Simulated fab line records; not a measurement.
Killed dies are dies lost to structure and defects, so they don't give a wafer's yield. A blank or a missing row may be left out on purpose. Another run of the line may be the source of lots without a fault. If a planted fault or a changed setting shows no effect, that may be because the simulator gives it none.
One fault through the eyes of 2 desks | flow gf180mcu | numbers are kept per desk, each desk with only its own; the story behind them comes last

TOOL OWNER'S DESK, cmp-01
The tool's own readings at GF_V4_CMP_04 (polishes SiO2): means of the sampled wafers that have a number, for each lot that ran on this tool. Any lot whose mean is over 4 standard deviations away from the usual mean is out of limits and marked OUT; that distance is given in the brackets.
Columns: A = edge zone pressure frac at GF_V4_CMP_04, usual 1.000; B = head pressure psi at GF_V4_CMP_04, usual 3.999 psi; C = motor current A at GF_V4_CMP_04, usual 12.0 A; D = time to endpoint s at GF_V4_CMP_04, usual 79 s
lot  | first seen here | A     | B     | C    | D
L883 | day 23 11:32    | 1.000 | 3.997 | 12.7 | 77
L891 | day 26 10:56    | 0.999 | 3.997 | 11.6 | 83
L894 | day 27 19:44    | 0.995 | 3.996 | 12.6 | 76
L900 | day 28 23:58    | 0.999 | 3.992 | 12.3 | 78
L901 | day 29 15:09    | 1.004 | 4.007 | 11.2 | 79
L905 | day 30 10:38    | 1.003 | 3.998 | 11.6 | 81
L906 | day 30 13:20    | 1.004 | 4.006 | 12.6 | 77
This desk's verdict: no lot among the 7 shows anything out of limits.

FROM THE METROLOGY DESK
What the gauges read for every lot (on any tool): the sampled wafers with a number, averaged. Any lot whose mean is over 4 standard deviations away from the usual mean is out of limits and marked OUT; that distance is given in the brackets.
Columns: A = M4_ALCU_THK at GF_M4_THK_MEAS_06, usual 447 nm; B = V4_BOW at GF_V4_BOW_MEAS_05, usual 135 um
lot  | first seen here | A   | B
L883 | day 22 13:42    | 449 | 134
L885 | day 23 05:33    | 447 | 132
L889 | day 25 02:59    | 447 | 131
L890 | day 25 07:12    | 448 | 135
L891 | day 25 12:37    | 448 | 146
L893 | day 26 03:40    | 447 | 133
L894 | day 26 22:07    | 450 | 140
L896 | day 27 07:18    | 450 | 144
L898 | day 27 21:51    | 449 | 122
L900 | day 28 03:39    | 448 | 132
L901 | day 28 18:47    | 447 | 132
L905 | day 29 15:26    | 447 | 127
L906 | day 29 17:43    | 451 | 134
This desk's verdict: no lot among the 13 shows anything out of limits.

BROUGHT TOGETHER
The tool owner's desk saw nothing out of limits.
The metrology desk saw nothing out of limits.

WHAT HAD BEEN PUT IN BY THE SIMULATOR
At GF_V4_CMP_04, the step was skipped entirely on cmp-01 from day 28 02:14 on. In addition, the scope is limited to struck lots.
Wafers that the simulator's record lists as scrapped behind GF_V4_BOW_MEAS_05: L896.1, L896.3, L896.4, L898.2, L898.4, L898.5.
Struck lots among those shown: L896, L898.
